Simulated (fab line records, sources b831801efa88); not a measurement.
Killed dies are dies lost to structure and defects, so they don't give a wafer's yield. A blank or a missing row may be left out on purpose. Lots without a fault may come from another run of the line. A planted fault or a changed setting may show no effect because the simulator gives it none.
One fault seen from 2 desks | flow sfq_line | each desk has only its own numbers; what lay behind them comes last

THE METROLOGY DESK
What the gauges read, lot by lot, whatever tool the lot ran on: means of the sampled wafers that have a number. A lot is out of limits, marked OUT, if its mean lies more than 4 standard deviations from the usual mean; the brackets give that distance.
Columns: A = I3_BOW at SFQ_I3_BOW_MEAS_922, usual 0 um; B = I6_OVL at SFQ_I6_OVL_MEAS_942, usual -1 nm; C = I7_OVL at SFQ_I7_OVL_MEAS_947, usual -2 nm
lot  | first seen here | A   | B   | C
L689 | day 40 16:58    | -10 | 2   | -9
L691 | day 41 01:23    | -7  | 4   | -1
L693 | day 41 07:58    | 7   | -8  | 0
L694 | day 41 10:58    | 2   | -3  | 1
L695 | day 41 13:58    | -8  | 5   | 1
L696 | day 41 16:23    | 4   | 5   | 4
L697 | day 42 01:23    | -4  | 6   | -6
L704 | day 44 02:26    | -2  | -10 | 0
L707 | day 44 08:26    | -3  | -4  | -0
L708 | day 50 00:28    | 3   | 8   | -7
L709 | day 50 21:25    | 12  | -7  | -2
L710 | day 51 00:25    | 4   | 2   | 7
L711 | day 51 09:03    | -2  | -6  | -5
L712 | day 52 09:05    | -2  | 3   | 2
This desk's finding: nothing out of limits on any of the 14 lots.

THE TOOL OWNER'S DESK: cmp-01
The tool's own readings at SFQ_TRILAYER_I3_CMP_CMP_082 (polishes SiO2): means of the sampled wafers that have a number, for each lot that ran on this tool. A lot is out of limits, marked OUT, if its mean lies more than 4 standard deviations from the usual mean; the brackets give that distance.
Columns: A = motor_current_A at SFQ_TRILAYER_I3_CMP_CMP_082, usual 10.0 A; B = retaining_ring_pressure_frac at SFQ_TRILAYER_I3_CMP_CMP_082, usual 1.001; C = slurry_filter_dp_kPa at SFQ_TRILAYER_I3_CMP_CMP_082, usual 13.50 kPa; D = time_to_endpoint_s at SFQ_TRILAYER_I3_CMP_CMP_082, usual 216 s
lot  | first seen here | A    | B     | C     | D
L691 | day 40 22:23    | 10.0 | 1.004 | 13.40 | 215
L696 | day 41 13:53    | 10.4 | 0.995 | 13.55 | 229
L697 | day 41 22:53    | 10.4 | 1.003 | 13.70 | 218
L704 | day 44 00:26    | 10.1 | 1.000 | 13.57 | 210
L707 | day 44 06:26    | 10.2 | 1.004 | 13.29 | 197
L711 | day 51 06:02    | 10.3 | 1.001 | 13.62 | 213
L712 | day 52 06:04    | 9.9  | 0.999 | 13.41 | 209
This desk's finding: nothing out of limits on any of the 7 lots.

PUT TOGETHER
The metrology desk saw nothing out of limits.
The tool owner's desk saw nothing out of limits.

WHAT THE SIMULATOR HAD PUT IN
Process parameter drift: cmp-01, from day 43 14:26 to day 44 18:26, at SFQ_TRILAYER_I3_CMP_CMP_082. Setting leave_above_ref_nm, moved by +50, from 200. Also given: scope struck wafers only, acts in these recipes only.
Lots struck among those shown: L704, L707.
